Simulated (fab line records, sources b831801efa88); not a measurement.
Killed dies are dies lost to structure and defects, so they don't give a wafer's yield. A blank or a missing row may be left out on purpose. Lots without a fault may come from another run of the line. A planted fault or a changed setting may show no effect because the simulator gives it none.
Which tool did it? | flow gf180mcu | 12 lots, 36 wafers sampled, at 6 steps of a route of 602

WHAT THE GAUGES READ, wafer by wafer
GF_POLY_GATE_CD_MEAS_18.
lot  | measured     | on        | cd_nm (nm)
L793 | day 9 10:47  | cd_sem-01 | 281.4 281.8 283.7
L797 | day 10 14:49 | cd_sem-02 | 281.2 281.8 281.8
L796 | day 10 14:59 | cd_sem-02 | 281.1 280.0 280.2
L798 | day 10 22:54 | cd_sem-02 | 280.4 280.1 280.7
L800 | day 11 14:46 | cd_sem-02 | 280.0 277.3 278.5
L802 | day 12 00:44 | cd_sem-01 | 280.0 280.9 280.5
L806 | day 13 03:53 | cd_sem-01 | 279.3 279.8 279.3
L809 | day 13 20:24 | cd_sem-01 | 280.1 280.8 280.5
L811 | day 14 12:42 | cd_sem-01 | 282.2 282.3 280.2
L814 | day 15 07:39 | cd_sem-01 | 281.5 283.3 282.4
L815 | day 15 17:08 | cd_sem-01 | 280.6 281.4 281.4
L816 | day 16 03:18 | cd_sem-01 | 282.6 280.2 279.7

GF_HV_LDD_CD_MEAS_19: target cd 400 nm.
lot  | measured     | on        | cd_nm (nm)
L793 | day 10 20:08 | cd_sem-02 | 399.3 398.6 400.7
L797 | day 12 02:37 | cd_sem-01 | 397.5 397.4 398.1
L796 | day 12 02:52 | cd_sem-02 | 399.7 398.9 399.8
L798 | day 12 11:17 | cd_sem-02 | 401.2 398.7 400.9
L800 | day 13 05:07 | cd_sem-02 | 398.5 398.1 397.9
L802 | day 13 16:10 | cd_sem-02 | 405.6 402.2 401.1
L806 | day 14 21:16 | cd_sem-02 | 398.1 396.0 398.6
L809 | day 15 14:10 | cd_sem-02 | - - -
L811 | day 16 08:25 | cd_sem-02 | - - -
L814 | day 17 04:52 | cd_sem-01 | 401.7 402.6 404.8
L815 | day 17 14:25 | cd_sem-02 | 402.3 402.5 400.0
L816 | day 18 01:28 | cd_sem-01 | 398.8 396.3 400.6

GF_HV_LDD_OVL_MEAS_20.
lot  | measured     | on         | HV_LDD_01_OVL (nm)
L793 | day 10 20:15 | overlay-01 | -1.2 -3.3 -2.1
L797 | day 12 02:44 | overlay-01 | -2.1 -1.0 0.7
L796 | day 12 02:59 | overlay-02 | -2.6 -2.1 -3.0
L798 | day 12 11:24 | overlay-01 | 0.0 0.7 0.7
L800 | day 13 05:14 | overlay-01 | -2.3 -1.9 -1.6
L802 | day 13 16:17 | overlay-02 | -1.1 1.0 0.2
L806 | day 14 21:23 | overlay-01 | -1.0 -2.5 -2.3
L809 | day 15 14:17 | overlay-02 | - - -
L811 | day 16 08:30 | overlay-02 | - - -
L814 | day 17 04:57 | overlay-01 | -2.2 -2.6 -3.3
L815 | day 17 14:32 | overlay-01 | -1.5 -3.5 -3.0
L816 | day 18 01:35 | overlay-02 | -0.7 -0.7 -0.3

GF_HV_LDD_TW_MEAS_23.
lot  | measured     | on            | HV_LDD_2_TW
L793 | day 10 20:32 | film_metro-01 | 1051 1048 1054
L797 | day 12 03:02 | film_metro-01 | 1054 1051 1043
L796 | day 12 03:16 | film_metro-04 | 1053 1054 1051
L798 | day 12 11:41 | film_metro-01 | 1050 1049 1051
L800 | day 13 05:32 | film_metro-03 | 1052 1054 1060
L802 | day 13 16:35 | film_metro-01 | 1059 1059 1049
L806 | day 14 21:41 | film_metro-04 | 1058 1051 1058
L809 | day 15 14:35 | film_metro-04 | 30 30 30
L811 | day 16 08:47 | film_metro-04 | 30 30 30
L814 | day 17 05:15 | film_metro-03 | 1051 1047 1050
L815 | day 17 14:50 | film_metro-01 | 1055 1050 1052
L816 | day 18 01:52 | film_metro-03 | 1051 1058 1046

GF_HV_LDD_OVL_MEAS_32.
lot  | measured     | on         | HV_LDD_02_OVL (nm)
L793 | day 11 14:14 | overlay-02 | -0.5 0.0 -0.6
L797 | day 12 21:37 | overlay-02 | 0.2 0.5 -0.3
L796 | day 12 21:53 | overlay-01 | 2.0 0.3 0.6
L798 | day 13 06:45 | overlay-02 | 0.4 1.6 0.0
L800 | day 14 02:20 | overlay-02 | 0.1 -0.1 2.2
L802 | day 14 13:26 | overlay-02 | -0.4 0.6 0.4
L806 | day 15 19:11 | overlay-01 | 2.8 1.1 1.1
L809 | day 16 13:05 | overlay-01 | -1.1 -0.4 -1.0
L811 | day 17 07:14 | overlay-01 | 2.3 0.2 -1.6
L814 | day 18 04:21 | overlay-01 | 0.4 -1.1 -2.4
L815 | day 18 14:02 | overlay-02 | 2.0 1.2 2.6
L816 | day 19 01:56 | overlay-01 | -0.1 -1.1 -0.6

WHICH TOOL RAN EACH LOT (tool, then ch and the chambers of the sampled wafers, then the start)
lot  | GF_HV_LDD_DEVELOP_18
L793 | litho_track-01 ch 0, day 10 20:00
L797 | litho_track-03 ch 0, day 12 02:28
L796 | litho_track-02 ch 0, day 12 02:43
L798 | litho_track-01 ch 0, day 12 11:09
L800 | litho_track-01 ch 0, day 13 04:58
L802 | litho_track-03 ch 0, day 13 16:01
L806 | litho_track-01 ch 0, day 14 21:07
L809 | litho_track-01 ch 0, day 15 14:01
L811 | litho_track-01 ch 0, day 16 08:16
L814 | litho_track-03 ch 0, day 17 04:43
L815 | litho_track-03 ch 0, day 17 14:16
L816 | litho_track-02 ch 0, day 18 01:19
- GF_HV_LDD_DEVELOP_18: develop time 60 s.

WHAT THE TOOLS THEMSELVES READ (means of the sampled wafers that have a number; where no wafer has one, the mark that the record gives instead)
GF_HV_LDD_DEVELOP_18.
lot  | tool           | exhaust_pa (Pa)
L793 | litho_track-01 | 44.9
L797 | litho_track-03 | 44.4
L796 | litho_track-02 | 44.3
L798 | litho_track-01 | 45.4
L800 | litho_track-01 | 44.3
L802 | litho_track-03 | 43.9
L806 | litho_track-01 | 44.1
L809 | litho_track-01 | 45.3
L811 | litho_track-01 | 45.1
L814 | litho_track-03 | 44.4
L815 | litho_track-03 | 44.6
L816 | litho_track-02 | 45.6

THE ANSWER, worked out from the rows above alone
Rule: what is usual is taken from the lots themselves. Put in order of their means at a reading, lots are off if they are a third of the lots or fewer, leave a main group of 4 or more, and stand apart from it by a gap of 3 or more times the standard deviation of the main group's means; of several such gaps the widest counts. A main group whose means are all the same, to the digits that the tables above print for the reading, isn't used. A lot without any number at a reading at which 4 lots or more have one is off too. The other lots that the step has rows for count as sound. The gauges are gone through in route order, then the tools' own readings, and for those a lot's mean is taken as printed above. The first step at which some lot is off is used, and at that step the reading that is off furthest; a lot without a number counts as furthest.
Off: L809, L811, at GF_HV_LDD_CD_MEAS_19 (cd_nm). Without a number there: L809, L811. The main group: mean 399.9 nm, standard deviation 1.9.
A tool fits if, at a process step before that reading, it ran every lot that is off, and no sound lot after the first of them. The gauges at GF_HV_LDD_CD_MEAS_19 aren't tried: what is off there is off at GF_HV_LDD_OVL_MEAS_20 too, on other tools, and a gauge's error can't cause that. One fits: litho_track-01 at GF_HV_LDD_DEVELOP_18. Its last sound lot is L806 (day 14 21:07), its first lot that is off L809 (day 15 14:01): a fault that began between those two fits.

WHAT THE SIMULATOR HAD PUT IN
Process parameter drift: litho_track-01, from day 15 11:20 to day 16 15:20, at GF_HV_LDD_DEVELOP_18. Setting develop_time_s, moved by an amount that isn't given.
Lots struck among those shown: L809, L811. The rule above found the same.
